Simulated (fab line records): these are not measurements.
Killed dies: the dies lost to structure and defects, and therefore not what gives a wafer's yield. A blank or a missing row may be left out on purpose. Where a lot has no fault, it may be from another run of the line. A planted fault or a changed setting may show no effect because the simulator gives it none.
Which tool is to blame? -- flow gf180mcu -- 24 lots, 72 wafers sampled, at 6 steps of a route of 602

WHAT EACH GAUGE READ, for each wafer
GF_CONTACT_THK_MEAS_01. Usual: CONTACT_CVD_00_THK 301 nm, standard deviation 3.4.
lot,measured,on,CONTACT_CVD_00_THK (nm),flag
L074,day 15 04:31,filmMetro-04,292 296 297,
L075,day 15 13:57,filmMetro-02,297 301 302,
L076,day 15 22:05,filmMetro-02,302 305 304,
L077,day 16 05:47,filmMetro-01,310 308 307,
L078,day 16 17:57,filmMetro-01,301 295 302,
L079,day 16 22:57,filmMetro-04,297 298 297,
L080,day 17 08:55,filmMetro-04,301 306 306,
L081,day 17 19:07,filmMetro-04,302 305 302,
L082,day 18 02:38,filmMetro-01,296 294 292,
L083,day 18 10:27,filmMetro-04,305 302 300,
L084,day 19 01:40,filmMetro-02,297 301 307,
L085,day 19 07:10,filmMetro-02,300 302 298,
L086,day 19 10:16,filmMetro-04,295 298 294,
L087,day 19 17:17,filmMetro-01,302 301 303,
L088,day 20 06:25,filmMetro-02,302 302 300,
L089,day 20 14:44,filmMetro-02,304 299 302,
L090,day 21 06:17,filmMetro-04,296 301 300,
L091,day 21 22:32,filmMetro-01,298 300 299,
L092,day 22 13:10,filmMetro-04,302 299 298,
L094,day 22 16:43,filmMetro-02,297 302 303,
L093,day 22 17:40,filmMetro-02,302 302 300,
L095,day 22 21:14,filmMetro-01,296 297 302,
L096,day 23 10:50,filmMetro-01,302 299 300,
L097,day 23 13:53,filmMetro-02,298 297 298,

GF_V1_THK_MEAS_03. Usual: V1_CVD_02_THK 848 nm, standard deviation 11.
lot,measured,on,V1_CVD_02_THK (nm),flag
L074,day 17 04:44,filmMetro-01,856 872 877,
L075,day 17 14:38,filmMetro-04,843 852 861,
L076,day 17 23:07,filmMetro-03,842 847 862,
L077,day 18 06:43,filmMetro-03,861 850 866,
L078,day 18 20:26,filmMetro-01,855 861 866,
L079,day 19 01:21,filmMetro-03,843 844 858,
L080,day 19 11:02,filmMetro-03,831 830 844,
L081,day 19 23:50,filmMetro-01,830 850 847,
L082,day 20 06:20,filmMetro-03,841 860 855,
L083,day 20 14:23,filmMetro-04,850 866 875,
L084,day 21 06:20,filmMetro-03,835 834 848,
L085,day 21 11:04,filmMetro-01,834 841 842,
L086,day 21 14:02,filmMetro-01,829 854 851,
L087,day 21 20:24,filmMetro-03,837 848 852,
L088,day 22 09:43,filmMetro-03,862 845 857,
L089,day 22 17:08,filmMetro-01,842 846 852,
L090,day 23 08:46,filmMetro-04,833 848 853,
L091,day 24 00:44,filmMetro-01,833 848 856,
L092,day 24 13:46,filmMetro-04,839 857 876,
L094,day 24 17:31,filmMetro-03,834 828 840,
L093,day 24 17:53,filmMetro-03,844 842 850,
L095,day 24 20:50,filmMetro-04,832 854 850,
L096,day 25 11:01,filmMetro-04,834 840 846,
L097,day 25 14:13,filmMetro-03,844 848 853,

GF_V1_OVL_MEAS_15. Usual: V1_OVL 2 nm, standard deviation 5.7.
lot,measured,on,V1_OVL (nm),flag
L074,day 18 04:41,overlay-02,-6 -4 -5,
L075,day 18 15:05,overlay-02,2 0 8,
L076,day 18 23:31,overlay-02,4 1 8,
L077,day 19 07:35,overlay-02,1 6 6,
L078,day 19 21:43,overlay-01,0 1 -6,
L079,day 20 02:25,overlay-02,-6 -8 -4,
L080,day 20 12:31,overlay-02,-3 -5 1,
L081,day 21 00:37,overlay-02,-3 -7 -14,
L082,day 21 07:26,overlay-01,7 6 11,
L083,day 21 15:14,overlay-01,8 -5 -2,
L084,day 22 06:23,overlay-02,3 9 10,
L085,day 22 11:35,overlay-02,4 2 2,
L086,day 22 13:59,overlay-02,4 2 3,
L087,day 22 20:23,overlay-01,2 0 4,
L088,day 23 09:14,overlay-01,-1 2 0,
L089,day 23 16:38,overlay-01,9 7 3,
L090,day 24 07:08,overlay-01,5 6 6,
L091,day 24 22:50,overlay-02,-8 0 -5,
L092,day 25 11:41,overlay-02,8 -5 -2,
L094,day 25 15:43,overlay-02,10 8 7,
L093,day 25 16:22,overlay-01,3 14 14,
L095,day 25 18:29,overlay-01,0 0 3,
L096,day 26 09:11,overlay-01,4 16 4,
L097,day 26 12:26,overlay-02,1 -7 1,

GF_M3_OVL_MEAS_15. Usual: M3_OVL -2 nm, standard deviation 5.2.
lot,measured,on,M3_OVL (nm),flag
L074,day 21 10:38,overlay-02,-9 3 -1,
L075,day 21 20:23,overlay-01,2 1 -5,
L076,day 22 08:04,overlay-02,-9 -9 -11,
L077,day 22 12:31,overlay-02,-2 -6 -6,
L078,day 23 02:40,overlay-01,7 3 9,
L079,day 23 06:50,overlay-01,0 -2 3,
L080,day 23 16:13,overlay-02,-1 0 -5,
L081,day 24 03:56,overlay-02,-5 -1 0,
L082,day 24 09:07,overlay-02,-6 -5 -3,
L083,day 24 17:14,overlay-02,-8 0 -3,
L084,day 25 07:32,overlay-01,-2 1 -3,
L085,day 25 11:20,overlay-01,0 -2 -4,
L086,day 25 14:11,overlay-02,-2 -5 2,
L087,day 25 19:31,overlay-01,7 -2 7,
L088,day 26 08:46,overlay-01,-5 -2 -2,
L089,day 26 16:04,overlay-01,-1 -7 -4,
L090,day 27 04:55,overlay-02,-12 -6 -1,
L091,day 27 17:50,overlay-01,-3 -4 1,
L092,day 28 07:17,overlay-01,-12 -8 -5,
L094,day 28 10:22,overlay-02,-6 0 0,
L093,day 28 11:01,overlay-01,4 5 3,
L095,day 28 12:52,overlay-02,-11 -2 -2,
L096,day 29 02:52,overlay-02,5 8 9,
L097,day 29 06:31,overlay-01,-5 -1 -5,

GF_V3_CD_MEAS_14 targets a cd of 260 nm. Usual: 259.9 nm for cdNm, sd 1.
lot,measured,on,cdNm (nm),flag
L074,day 22 11:50,cdSem-01,258.8 258.3 258.5,
L075,day 22 21:10,cdSem-01,259.5 258.7 259.0,
L076,day 23 08:08,cdSem-02,261.0 261.1 260.2,
L077,day 23 13:11,cdSem-01,260.2 259.5 259.0,
L078,day 24 02:54,cdSem-02,260.1 259.0 259.9,
L079,day 24 06:13,cdSem-01,258.5 258.9 260.0,
L080,day 24 16:02,cdSem-01,262.0 261.2 260.8,
L081,day 25 03:47,cdSem-02,259.7 259.4 260.3,
L082,day 25 08:33,cdSem-01,258.5 259.9 260.6,
L083,day 25 16:28,cdSem-01,259.3 259.2 259.0,
L084,day 26 05:55,cdSem-02,259.4 260.4 261.0,
L085,day 26 09:49,cdSem-02,260.8 260.4 259.9,
L086,day 26 12:38,cdSem-02,258.9 259.7 259.0,
L087,day 26 18:16,cdSem-02,259.0 259.3 260.8,
L088,day 27 06:55,cdSem-01,262.2 262.5 262.2,
L089,day 27 13:35,cdSem-01,261.9 261.6 261.3,
L090,day 28 02:37,cdSem-02,260.0 258.8 260.0,
L091,day 28 14:55,cdSem-01,258.9 258.2 258.3,
L092,day 29 04:04,cdSem-02,259.6 258.1 259.1,
L094,day 29 07:02,cdSem-02,259.5 259.7 259.9,
L093,day 29 07:31,cdSem-02,260.0 258.7 259.3,
L095,day 29 09:45,cdSem-01,261.7 260.8 261.5,
L096,day 29 23:11,cdSem-01,259.0 259.2 258.3,
L097,day 30 02:17,cdSem-01,260.2 260.4 260.0,

WHAT TOOL EACH LOT RAN ON (gives the tool, then ch and the chambers of the sampled wafers, and finally the start)
lot,GF_M3_SPUTTER_00
L074,"pvdSputter-01, day 20 10:04"
L075,"pvdSputter-04, day 20 19:55"
L076,"pvdSputter-01, day 21 08:06"
L077,"pvdSputter-01, day 21 12:11"
L078,"pvdSputter-01, day 22 02:48"
L079,"pvdSputter-03, day 22 07:15"
L080,"pvdSputter-03, day 22 17:06"
L081,"pvdSputter-01, day 23 04:24"
L082,"pvdSputter-03, day 23 10:12"
L083,"pvdSputter-03, day 23 18:45"
L084,"pvdSputter-03, day 24 09:08"
L085,"pvdSputter-04, day 24 13:01"
L086,"pvdSputter-01, day 24 16:02"
L087,"pvdSputter-01, day 24 22:03"
L088,"pvdSputter-03, day 25 10:53"
L089,"pvdSputter-03, day 25 18:06"
L090,"pvdSputter-04, day 26 07:54"
L091,"pvdSputter-01, day 26 21:46"
L092,"pvdSputter-01, day 27 11:08"
L094,"pvdSputter-04, day 27 14:20"
L093,"pvdSputter-04, day 27 14:52"
L095,"pvdSputter-03, day 27 16:44"
L096,"pvdSputter-01, day 28 07:07"
L097,"pvdSputter-01, day 28 10:29"
- GF_M3_SPUTTER_00: material Ti, target thk 37.5 nm, time 150 s.

WHAT THE TOOLS THEMSELVES READ (means of the sampled wafers that have a number; where no wafer has one, the mark that the record gives instead)
GF_M3_SPUTTER_00. Usual: substrateTempC 200.01 C, standard deviation 0.17; throttleValvePct 29.8 %, standard deviation 0.92.
lot,tool,substrateTempC (C),throttleValvePct (%),flag
L074,pvdSputter-01,199.92,30.7,
L075,pvdSputter-04,200.06,29.7,
L076,pvdSputter-01,199.98,30.0,
L077,pvdSputter-01,200.15,29.2,
L078,pvdSputter-01,200.11,29.0,
L079,pvdSputter-03,200.20,30.5,
L080,pvdSputter-03,199.79,29.8,
L081,pvdSputter-01,199.97,30.7,
L082,pvdSputter-03,199.91,30.3,
L083,pvdSputter-03,200.02,29.8,
L084,pvdSputter-03,199.99,30.3,
L085,pvdSputter-04,200.07,29.2,
L086,pvdSputter-01,200.09,30.5,
L087,pvdSputter-01,200.08,29.7,
L088,pvdSputter-03,200.08,30.5,
L089,pvdSputter-03,200.03,30.4,
L090,pvdSputter-04,200.03,29.7,
L091,pvdSputter-01,200.11,28.8,
L092,pvdSputter-01,200.00,29.2,
L094,pvdSputter-04,200.09,29.3,
L093,pvdSputter-04,199.77,29.8,
L095,pvdSputter-03,200.11,30.0,
L096,pvdSputter-01,199.97,30.9,
L097,pvdSputter-01,200.06,29.8,

THE ANSWER, worked out from the rows above alone
Rule: take the mean of a lot's wafers that have a number; if it is more than 3 standard deviations from the usual mean, the lot is off. Also off: a lot with no number at a reading for which 4 or more lots have one. Any other lot the step has rows for is counted as sound. After the gauges, taken in route order, come the tools' own readings; for these a lot's mean is taken, as printed above. At the first step where some lot is off, the reading lying furthest off is the one used; lots without a number count as furthest.
None of the lots is off at any reading shown; this tells nothing.

WHAT THE SIMULATOR PUT IN
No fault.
